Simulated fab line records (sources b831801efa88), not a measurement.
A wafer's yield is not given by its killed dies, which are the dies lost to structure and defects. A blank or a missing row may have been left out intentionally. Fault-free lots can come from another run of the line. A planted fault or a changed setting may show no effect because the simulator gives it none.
A struck lot beside a sound one / flow sfq-line / 20 out of 325 route steps
Sound: the wafers L760.1, L760.2, L760.5. Wafers struck: L751.2, L751.4, L751.6. The cause is named last.
For every step that has rows: the tool of each side, followed by ch and its chambers, followed by its first start. Under that, the readings that differ: sound wafers / struck wafers / difference of the means / sigmas: that difference in standard deviations of wafers without a fault.
alike: words and numbers the same on both sides, and readings whose means are apart by under 2 such deviations; not compared: readings that were withheld, readings missing a value for some wafer, numbers with overlapping values and no deviation given by the record, and bounds like >300 which may hide the same value.
The two part at a step that has a row with sigmas, a row that says differs or no value, or rows on one side only. When numbers do not overlap yet have no deviation, they are printed without sigmas and do not part them. A reading missing from all wafers of one side parts the sides only when that side holds two or more wafers.

first, 2 steps without rows for these wafers: SFQ_TRILAYER_L0_VIA_LITHO_PEB_016 (peb time 60 s); SFQ_TRILAYER_L0_VIA_LITHO_DEVELOP_015 (time 60 s).
SFQ_L0V_OVL_MEAS_903:
  sound on overlay-01 at day 14 10:22; struck on overlay-01 at day 11 13:24
  alike: L0V_OVL
SFQ_TRILAYER_L0_VIA_BARC_OPEN_VIA_ETCH_021: etches BARC in O2, target depth 125 nm, time 41.7 s.
  sound on rie-diel-03 ch 2,3, day 14 10:24; struck on rie-diel-03 ch 0,1, day 11 13:26
  alike: drypump-motor-current-A, oes-product-au, rf-fwd-power-W
  not compared: rf-hours-counter-h
SFQ_TRILAYER_L0_VIA_ETCH_VIA_ETCH_016: etches SiO2 in CHF3, stops on MoNx KI, target depth 80 nm.
  sound on rie-diel-03 ch 2,3, day 14 10:26; struck on rie-diel-03 ch 0,1, day 11 13:28
  alike: drypump-motor-current-A, oes-product-au, rf-fwd-power-W
SFQ_TRILAYER_L0_VIA_STRIP_STRIP_017: strips in O2.
  sound on rie-metal-01 ch 1, day 14 10:29; struck on rie-metal-01 ch 1, day 11 13:31
  alike: drypump-motor-current-A, oes-product-au
  not compared: rf-hours-counter-h
then, 2 steps without rows for these wafers: SFQ_TRILAYER_L0_VIA_STRIP_SOLV_CLEAN_018 (cleans in NMP, time 600 s); SFQ_TRILAYER_M0_DEP_PRE_CLEAN_020 (time 15 s).
SFQ_TRILAYER_M0_DEP_SPUTTER_019: material Nb, target thk 200 nm, time 133.3 s.
  sound on pvd-sputter-04 at day 14 12:04; struck on pvd-sputter-03 at day 11 14:19
  alike: throttle-valve-pct
SFQ_M0_RS_MEAS_904: the measuring method here is four-point-probe.
  sound on film-metro-04 at day 14 12:09; struck on film-metro-04 at day 11 14:26
  alike: M0_NB_RS
then, 1 step without rows for these wafers: SFQ_TRILAYER_M0_LITHO_COAT_026 (resist thk 62 nm).
SFQ_TRILAYER_M0_LITHO_COAT_021: resist thk 600 nm.
  sound on litho-track-01 ch 0, day 14 12:38; struck on litho-track-01 ch 0, day 11 14:56
reading=spin-speed-rpm (rpm); sound=3000.5 3000.2 2999.5; struck=3341.8 3341.6 3342.1; difference=+341.8; sigmas=+99 or more
reading=model.KrF_of_TRILAYER_M0_LITHO_COAT_021.thk-nm (nm); sound=598.9 600.9 600.3; struck=565.7 567.5 567; difference=-33.3; sigmas=
then, 4 steps without rows for these wafers: SFQ_TRILAYER_M0_LITHO_SOFTBAKE_025; SFQ_TRILAYER_M0_LITHO_EXPOSE_022 (exposes mask M0, target cd 500 nm); SFQ_TRILAYER_M0_LITHO_PEB_024 (peb time 60 s); SFQ_TRILAYER_M0_LITHO_DEVELOP_023 (time 60 s).
-- the record jumps here: 5 days lie between the struck wafers' starts before and after --
SFQ_M0_OVL_MEAS_906:
  sound on overlay-01 at day 19 04:30; struck on overlay-02 at day 16 21:03
  alike: M0_OVL
then, 1 step without rows for these wafers: SFQ_TRILAYER_M0_BARC_OPEN_METAL_ETCH_031 (etches BARC in O2, target depth 125 nm, time 41.7 s).
SFQ_TRILAYER_M0_ETCH_METAL_ETCH_024: etches Nb in Cl2/Ar, stops on SiO2, target depth 240 nm, time 120 s.
  sound on rie-metal-04 ch 0,1, day 19 04:35; struck on rie-metal-04 ch 0,1, day 16 21:08
reading=model.KrF_of_TRILAYER_M0_LITHO_COAT_021.thk-nm (nm); sound=379.2 379.3 379.3; struck=347.4 346.4 346.8; difference=-32.4; sigmas=
  alike: drypump-motor-current-A, oes-product-au, rf-fwd-power-W
  not compared: rf-hours-counter-h
SFQ_TRILAYER_M0_STRIP_STRIP_025: strips in O2.
  sound on rie-metal-04 ch 0,1, day 19 04:43; struck on rie-metal-04 ch 0,1, day 16 21:16
  alike: drypump-motor-current-A, oes-product-au
  not compared: rf-hours-counter-h

## WHERE THEY PART
Within this record, at SFQ_TRILAYER_M0_LITHO_COAT_021 only. Later steps at which nothing parts them and some readings are alike: SFQ_M0_OVL_MEAS_906, SFQ_TRILAYER_M0_ETCH_METAL_ETCH_024, SFQ_TRILAYER_M0_STRIP_STRIP_025.

WHY: the cause the simulator had injected
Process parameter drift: litho-track-01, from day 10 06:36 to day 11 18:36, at SFQ_TRILAYER_M0_LITHO_COAT_021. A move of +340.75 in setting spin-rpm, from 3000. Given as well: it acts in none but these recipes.
